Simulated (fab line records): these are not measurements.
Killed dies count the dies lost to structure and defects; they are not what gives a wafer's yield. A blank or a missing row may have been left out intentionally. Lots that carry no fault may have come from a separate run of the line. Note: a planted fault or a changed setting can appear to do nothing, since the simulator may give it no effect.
Matching of chambers | flow sky130 | cmp-02 running SKY_LI_CONTACT_CMP_24: 4 sister chambers
The step polishes, stops on PSG, t overpolish 20 s, target thk 0 nm. 8 wafers are shown with their chamber, then 9 later ones without.

== WAFERS WITH THEIR CHAMBER ==
wafer  | chamber | motor-current-A (A) | time-to-endpoint-s (s)
L742.4 | 1       | 10.6                | 111
L746.4 | 1       | 10.8                | 110
L752.2 | 2       | 12.0                | 102
L752.4 | 3       | 13.4                | 94
L752.5 | 0       | 10.2                | 97
L754.2 | 0       | 10.1                | 96
L754.3 | 2       | 11.6                | 105
L754.6 | 3       | 13.3                | 100

== WAFERS MISSING THEIR CHAMBER ==
wafer  | motor-current-A (A) | time-to-endpoint-s (s)
L755.2 | 10.9                | 117
L755.3 | 13.7                | 92
L755.4 | 10.3                | 101
L757.1 | 11.3                | 100
L757.2 | 9.8                 | 91
L757.5 | 11.1                | 96
L762.3 | 13.1                | 89
L762.4 | 10.2                | 88
L762.6 | 11.1                | 99

== THE CHAMBER EACH PASSED THROUGH ==
wafer  | from the rows above          | in truth
L755.2 | 1                            | 1
L755.3 | 3                            | 3
L755.4 | 0                            | 0
L757.1 | 2                            | 2
L757.2 | 0                            | 0
L757.5 | can't be placed: 2 or 0 or 1 | 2
L762.3 | 3                            | 3
L762.4 | 0                            | 0
L762.6 | can't be placed: 2 or 1 or 0 | 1
Correct placement for 7 of the 9. Not placeable from these rows: 2 (in 2, the candidates include the true chamber). Placed wrongly: 0.
How it was worked out, from the rows above alone: a wafer's distance from a chamber is the root of the sum, over the readings, of the square of ((its reading less the chamber's mean) divided by the reading's scatter). If the next closest chamber is less than 2 further off than the closest, the wafer can't be placed; otherwise it belongs to the closest. A chamber's mean is the mean of its shown wafers. The scatter is the square root of a quotient: the sum, over the shown wafers, of each reading's squared deviation from its chamber's mean, divided by wafers minus chambers.
